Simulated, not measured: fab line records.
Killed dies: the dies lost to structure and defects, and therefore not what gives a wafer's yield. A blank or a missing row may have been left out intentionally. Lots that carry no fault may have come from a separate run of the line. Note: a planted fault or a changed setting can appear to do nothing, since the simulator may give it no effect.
Which tool is to blame? -- flow gf180mcu -- 39 wafers from 13 lots sampled at 3 of the route's 602 steps

== WHAT EACH GAUGE READ, for each wafer ==
GF_HV_LDD_TW_MEAS_50. Usual: for HV_LDD_4_TW the level is 563.3 and the standard deviation is 2.9.
lot,measured,on,HV_LDD_4_TW,flag
L319,day 12 11:49,film_metro-03,565.5 564.3 564.5,
L320,day 12 21:12,film_metro-04,562.3 562.1 560.0,
L321,day 12 23:46,film_metro-03,560.7 562.7 565.8,
L328,day 15 10:40,film_metro-04,559.6 560.6 558.9,
L333,day 16 23:49,film_metro-04,560.5 561.3 564.5,
L335,day 17 13:33,film_metro-02,566.3 564.6 563.2,
L336,day 18 00:39,film_metro-02,563.7 566.4 564.8,
L337,day 18 06:57,film_metro-02,564.6 564.3 566.5,
L338,day 18 19:22,film_metro-02,561.8 567.6 561.6,
L339,day 18 21:05,film_metro-03,565.9 566.8 568.2,
L340,day 19 07:53,film_metro-03,563.7 564.1 565.5,
L341,day 19 17:31,film_metro-03,563.3 564.5 567.9,
L342,day 20 03:28,film_metro-04,561.1 558.6 558.3,

GF_SAB_THK_MEAS_01. Usual: for SAB_CVD_00_THK the level is 50.0 nm and the standard deviation is 0.55.
lot,measured,on,SAB_CVD_00_THK (nm),flag
L319,day 14 09:48,film_metro-01,50.1 51.3 50.4,
L320,day 14 18:53,film_metro-01,49.4 50.5 50.7,
L321,day 14 20:50,film_metro-01,49.4 50.5 50.9,
L328,day 17 11:44,film_metro-01,49.6 80.3 50.9,OFF
L333,day 19 03:10,film_metro-01,50.1 50.2 50.8,
L335,day 19 17:20,film_metro-02,50.1 49.7 50.8,
L336,day 20 04:57,film_metro-04,50.1 49.7 49.7,
L337,day 20 09:26,film_metro-01,49.6 49.0 50.2,
L338,day 21 02:04,film_metro-04,50.5 50.3 50.2,
L339,day 21 02:20,film_metro-02,49.9 49.8 50.5,
L340,day 21 11:59,film_metro-02,49.8 49.8 50.3,
L341,day 21 20:43,film_metro-01,49.9 49.3 50.3,
L342,day 22 06:34,film_metro-01,49.7 51.0 51.1,

== WHAT TOOL EACH LOT RAN ON (gives the tool, then ch and the chambers of the sampled wafers, and finally the start) ==
lot,GF_SAB_CVD_00
L319,"pecvd-02 ch 1,2, day 14 09:46"
L320,"pecvd-04 ch 0,1, day 14 18:50"
L321,"pecvd-01 ch 0,2, day 14 20:47"
L328,"pecvd-01 ch 0,2, day 17 11:42"
L333,"pecvd-04 ch 0,1, day 19 03:09"
L335,"pecvd-01 ch 0,1, day 19 17:20"
L336,"pecvd-02 ch 0,1,2, day 20 04:56"
L337,"pecvd-04 ch 0,2, day 20 09:25"
L338,"pecvd-04 ch 0,1,2, day 21 02:01"
L339,"pecvd-01 ch 0,1,2, day 21 02:17"
L340,"pecvd-02 ch 0,2, day 21 11:58"
L341,"pecvd-04 ch 0,1,2, day 21 20:42"
L342,"pecvd-01 ch 0,2, day 22 06:31"
- GF_SAB_CVD_00: deposits SiO2 from TEOS, target thk 50 nm, time 4.9302 s.

== WHAT THE TOOLS THEMSELVES READ (means of the sampled wafers that have a number; where no wafer has one, the mark that the record gives instead) ==
GF_SAB_CVD_00. Usual: heater_power_w 649 W, standard deviation 69; susceptor_temp_C 400.00 C, standard deviation 0.21.
lot,tool,heater_power_w (W),susceptor_temp_C (C),flag
L319,pecvd-02,616,400.14,
L320,pecvd-04,640,399.85,
L321,pecvd-01,647,400.08,
L328,pecvd-01,656,399.74,
L333,pecvd-04,664,400.14,
L335,pecvd-01,652,400.01,
L336,pecvd-02,633,400.12,
L337,pecvd-04,727,399.97,
L338,pecvd-04,601,400.03,
L339,pecvd-01,696,400.16,
L340,pecvd-02,616,399.99,
L341,pecvd-04,639,399.86,
L342,pecvd-01,686,399.90,

== THE ANSWER, worked out from the rows above alone ==
Rule: a lot is off if the mean of its wafers that have a number lies more than 3 standard deviations from the usual mean. A lot without any number at a reading at which 4 lots or more have one is off too. All remaining lots with rows at the step are treated as sound. Order of review: gauges by route order, followed by the tools' own readings, for which a lot's mean as printed above is used. The first step at which some lot is off is used, and at that step the reading that is off furthest; a lot without a number counts as furthest.
Off: L328, at GF_SAB_THK_MEAS_01 (SAB_CVD_00_THK).
If a tool, at a process step before that reading, ran all the lots that are off and no sound lot after the first of them, it fits. Those tools and the gauges at GF_SAB_THK_MEAS_01 are tried in the same way. Of those tried, none fits.

== WHAT HAD BEEN PUT IN BY THE SIMULATOR ==
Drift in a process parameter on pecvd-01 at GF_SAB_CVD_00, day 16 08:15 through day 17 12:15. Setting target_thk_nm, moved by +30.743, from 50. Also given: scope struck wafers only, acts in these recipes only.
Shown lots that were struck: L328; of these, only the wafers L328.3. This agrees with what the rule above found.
